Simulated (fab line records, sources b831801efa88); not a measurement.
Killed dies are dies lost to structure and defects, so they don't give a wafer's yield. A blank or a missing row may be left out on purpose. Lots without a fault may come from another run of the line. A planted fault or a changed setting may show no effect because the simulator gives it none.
One fault seen from 2 desks | flow sky130 | each desk has only its own numbers; what lay behind them comes last

THE METROLOGY DESK
What the gauges read, lot by lot, whatever tool the lot ran on: means of the sampled wafers that have a number. A lot is out of limits, marked OUT, if its mean lies more than 4 standard deviations from the usual mean; the brackets give that distance.
Columns: A = LI_CONTACT_BOW at SKY_LI_CONTACT_BOW_MEAS_03, usual 56 um; B = cd_nm at SKY_CONTACT_CD_MEAS_14, usual 169.9 nm
lot  | first seen here | A  | B
L931 | day 27 20:30    | 60 | 171.6
L932 | day 28 02:31    | 59 | 169.3
L933 | day 28 14:13    | 55 | 171.9
L934 | day 29 07:31    | 54 | 169.5
L935 | day 29 15:25    | 60 | 168.6
L936 | day 29 20:55    | 63 | 171.6
L937 | day 30 09:09    | 51 | 171.1
L938 | day 30 14:33    | 54 | 170.3
L939 | day 30 22:49    | 51 | 169.6
L940 | day 31 02:28    | 59 | 168.6
L946 | day 33 01:07    | 50 | 172.1
L949 | day 33 22:44    | 47 | 169.5
L950 | day 34 08:26    | 62 | 169.8
L951 | day 34 13:34    | 49 | 168.3
This desk's finding: nothing out of limits on any of the 14 lots.

THE TOOL OWNER'S DESK: furnace-02
The tool's own readings at SKY_GATE_OXIDE_OXIDATION_16 (stabilise 600 s, purge 300 s, target thk 3.57 nm): means of the sampled wafers that have a number, for each lot that ran on this tool. A lot is out of limits, marked OUT, if its mean lies more than 4 standard deviations from the usual mean; the brackets give that distance.
Columns: A = ramp_down_c_per_min at SKY_GATE_OXIDE_OXIDATION_16, usual 3.0000
lot  | first seen here | A
L931 | day 13 20:20    | 2.9999
L933 | day 14 09:07    | 2.9999
L935 | day 15 09:58    | 3.0003
L938 | day 16 11:49    | 2.9998
L939 | day 16 17:46    | 2.9997
L940 | day 17 00:02    | 2.9997
L949 | day 20 04:23    | 2.9999
L950 | day 20 16:00    | 2.9997
This desk's finding: nothing out of limits on any of the 8 lots.

PUT TOGETHER
The metrology desk saw nothing out of limits.
The tool owner's desk saw nothing out of limits.

WHAT THE SIMULATOR HAD PUT IN
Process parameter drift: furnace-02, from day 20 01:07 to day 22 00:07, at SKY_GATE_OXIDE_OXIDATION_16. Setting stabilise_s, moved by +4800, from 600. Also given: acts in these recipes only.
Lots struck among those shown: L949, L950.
